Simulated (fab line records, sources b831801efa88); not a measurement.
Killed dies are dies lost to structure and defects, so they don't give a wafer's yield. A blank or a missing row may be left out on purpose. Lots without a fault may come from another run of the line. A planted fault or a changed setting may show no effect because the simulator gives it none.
Which tool did it? | flow gf180mcu | 6 lots, 18 wafers sampled, at 4 steps of a route of 602

WHAT THE GAUGES READ, wafer by wafer
GF_M4_THK_MEAS_06: measures by xrf.
lot  | measured     | on            | M4_ALCU_THK (nm)
L591 | day 22 22:49 | film_metro-04 | 456 460 459
L596 | day 24 20:25 | film_metro-02 | 468 464 462
L599 | day 25 22:38 | film_metro-02 | 458 464 461
L601 | day 26 07:40 | film_metro-04 | 456 457 450
L609 | day 28 20:36 | film_metro-03 | 468 460 463
L613 | day 29 22:49 | film_metro-04 | 454 454 452

WHICH TOOL RAN EACH LOT (tool, then ch and the chambers of the sampled wafers, then the start)
lot  | GF_V3_CMP_26                  | GF_M4_SPUTTER_00             | GF_M4_SPUTTER_04
L591 | cmp-01 ch 0,3, day 22 22:11   | pvd_sputter-02, day 22 22:29 | pvd_sputter-02, day 22 22:40
L596 | cmp-02 ch 0,1,2, day 24 19:46 | pvd_sputter-04, day 24 20:04 | pvd_sputter-04, day 24 20:15
L599 | cmp-01 ch 0,1,2, day 25 21:55 | pvd_sputter-01, day 25 22:17 | pvd_sputter-01, day 25 22:28
L601 | cmp-02 ch 0,2,3, day 26 07:06 | pvd_sputter-04, day 26 07:18 | pvd_sputter-04, day 26 07:29
L609 | cmp-01 ch 0,3, day 28 19:59   | pvd_sputter-04, day 28 20:14 | pvd_sputter-04, day 28 20:25
L613 | cmp-01 ch 0,3, day 29 22:10   | pvd_sputter-02, day 29 22:28 | pvd_sputter-02, day 29 22:39
- GF_V3_CMP_26: polishes, stops on SiO2, t overpolish 15 s, target thk 0 nm.
- GF_M4_SPUTTER_00: material Ti, target thk 37.5 nm, time 150 s.
- GF_M4_SPUTTER_04: material TiN, target thk 50 nm, time 41.7 s.

THE ANSWER, worked out from the rows above alone
Rule: what is usual is taken from the lots themselves. Put in order of their means at a reading, lots are off if they are a third of the lots or fewer, leave a main group of 4 or more, and stand apart from it by a gap of 3 or more times the standard deviation of the main group's means; of several such gaps the widest counts. A main group whose means are all the same, to the digits that the tables above print for the reading, isn't used. A lot without any number at a reading at which 4 lots or more have one is off too. The other lots that the step has rows for count as sound.
No lot is off at any reading shown: from this, nothing can be told.

WHAT THE SIMULATOR HAD PUT IN
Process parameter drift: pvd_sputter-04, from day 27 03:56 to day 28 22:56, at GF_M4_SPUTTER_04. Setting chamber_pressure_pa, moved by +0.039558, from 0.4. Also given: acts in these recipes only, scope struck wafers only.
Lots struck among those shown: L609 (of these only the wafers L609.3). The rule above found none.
